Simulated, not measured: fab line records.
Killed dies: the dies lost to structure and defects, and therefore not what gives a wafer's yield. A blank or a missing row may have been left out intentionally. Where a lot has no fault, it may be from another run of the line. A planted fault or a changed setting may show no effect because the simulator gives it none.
A struck lot beside a sound one || flow sky130 || 22 out of 708 route steps
Sound: wafers L785.3, L785.4, L785.5. Struck: wafers L788.2, L788.5, L788.6. At the end, the cause is stated.
Order at every step that has rows: each side's tool, ch and its chambers, its first start. Under that, the readings that differ: sound wafers || struck wafers || difference of the means || sigmas: that difference in standard deviations of wafers without a fault.
alike: same words and numbers on both sides, and readings whose means sit less than 2 such deviations apart. not compared: any withheld reading, any reading some wafer has no value for, any bound like >300 that may hide the same value, and any number with overlapping values for which the record gives no deviation.
A row with sigmas, a row that says differs or no value, or rows on one side alone: a step with any of these is where the two part. Numbers that have no deviation but don't overlap get no sigmas and don't part them. Lack of a reading on every wafer of one side parts them only where that side has two or more wafers.

first, 1 step without rows for these wafers: SKY_CAPM_DEVELOP_11 (develop time 60 s).
SKY_CAPM_OVL_MEAS_12:
  struck on overlay-02, day 41 05:32; sound on overlay-02, day 40 05:54
  alike: CAPM_OVL
SKY_CAPM_METAL_ETCH_13: etches TiN in Cl2/BCl3, stops on SiO2, target depth 220 nm, time 62.9 s.
  sound on rie metal-02 ch 0,1, day 40 05:57; struck on rie metal-02 ch 0,1, day 41 05:34
  alike: drypump motor current A, oes product au, rf fwd power W, throttle valve pct
  not compared: rf hours counter h
SKY_CAPM_STRIP_14: strips in O2/N2.
  sound on plasma asher-04 ch 0,1, day 40 06:02; struck on plasma asher-02 ch 0,1, day 41 05:39
  alike: drypump motor current A, oes product au, strip time to endpoint s
  not compared: rf hours counter h
then, 8 steps without rows for these wafers: SKY_CAPM_STRIP_15 (strips in post etch residue remover, time 1200 s); SKY_CAPM_CLEAN_16 (cleans in IPA, time 180 s); SKY_CAPM_CLEAN_17 (cleans in O3/DIW); SKY_METAL3_DEHYDRATE_05 (time 60 s); SKY_METAL3_HMDS_06 (prime time 60 s); SKY_METAL3_COAT_07 (resist thk 60 nm); SKY_METAL3_COAT_08 (resist thk 1140 nm); SKY_METAL3_SOFTBAKE_09 (time 90 s).
SKY_METAL3_EXPOSE_10: exposes mask MM3, target cd 300 nm.
  sound on krf scanner-02 ch 0, day 40 18:38; struck on krf scanner-02 ch 0, day 41 18:25
{"reading": "exposure dose mJ cm2", "sound": "28.028 27.995 28.018", "struck": "26.254 26.213 26.213", "difference": -1.787, "sigmas": -71}
  alike: mask, reticle temp C, stage vel mm s
then, 2 steps without rows for these wafers: SKY_METAL3_PEB_11; SKY_METAL3_DEVELOP_12 (develop time 60 s).
SKY_METAL3_CD_MEAS_13: the cd target is 300 nm.
  struck on cd sem-01, day 42 06:14; sound on cd sem-02, day 41 06:48
{"reading": "cd nm (nm)", "sound": "301.8 300.9 300.3", "struck": "264.1 250.4 245.1", "difference": -47.8, "sigmas": -40}
SKY_METAL3_OVL_MEAS_14:
  struck on overlay-02, day 42 06:20; sound on overlay-02, day 41 06:53
  alike: METAL3_OVL
SKY_METAL3_DESCUM_15: chemistry O2, time 8 s.
  sound on rie metal-01 ch 0,1, day 41 06:56; struck on rie metal-02 ch 0,1, day 42 06:22
{"reading": "model.METAL3.cd nm (nm)", "sound": "302.3 300.2 300.2", "struck": "264.5 250.5 245", "difference": -47.6, "sigmas": ""}
  alike: drypump motor current A, oes product au, rf fwd power W
  not compared: rf hours counter h
SKY_METAL3_ETCH_16: etches BARC in N2/H2, stops on SiO2, time 88.2 s, target depth 60 nm.
  sound on rie metal-01 ch 0,1, day 41 06:59; struck on rie metal-02 ch 0,1, day 42 06:24
  alike: drypump motor current A, oes product au, rf fwd power W, throttle valve pct
  not compared: rf hours counter h
SKY_METAL3_ETCH_17: etches SiO2 in C4F8/O2/Ar, stops on TiN, time 3.9 s, target depth 15 nm.
  sound on rie diel-02 ch 0,2, day 41 07:03; struck on rie diel-01 ch 2,3, day 42 06:30
  alike: oes product au, rf fwd power W
  not compared: rf hours counter h
SKY_METAL3_METAL_ETCH_18: etches the open film in Cl2/BCl3, stops on SiO2, target depth 845 nm, time 183.1 s.
  sound on rie metal-02 ch 0,1, day 41 07:07; struck on rie metal-04 ch 0,1, day 42 06:31
{"reading": "model.METAL3.cd nm (nm)", "sound": "308.1 297.5 300.8", "struck": "263.7 244.2 242.8", "difference": -51.9, "sigmas": ""}
  alike: drypump motor current A, oes product au, rf fwd power W, throttle valve pct
  not compared: rf hours counter h
SKY_METAL3_STRIP_19: strips in O2/N2.
  sound on plasma asher-03 ch 0,1, day 41 07:17; struck on plasma asher-03 ch 0,1, day 42 06:41
  alike: drypump motor current A, oes product au, strip time to endpoint s
  not compared: rf hours counter h

WHERE THEY PART
Last at SKY_METAL3_CD_MEAS_13 as far as this record goes, first at SKY_METAL3_EXPOSE_10. Later steps at which nothing parts them and some readings are alike: SKY_METAL3_OVL_MEAS_14, SKY_METAL3_DESCUM_15, SKY_METAL3_ETCH_16, SKY_METAL3_ETCH_17, SKY_METAL3_METAL_ETCH_18, SKY_METAL3_STRIP_19.

WHY: whatever the simulator had introduced
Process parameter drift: krf scanner-02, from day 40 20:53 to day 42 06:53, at SKY_METAL3_EXPOSE_10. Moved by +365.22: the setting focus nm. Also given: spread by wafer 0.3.
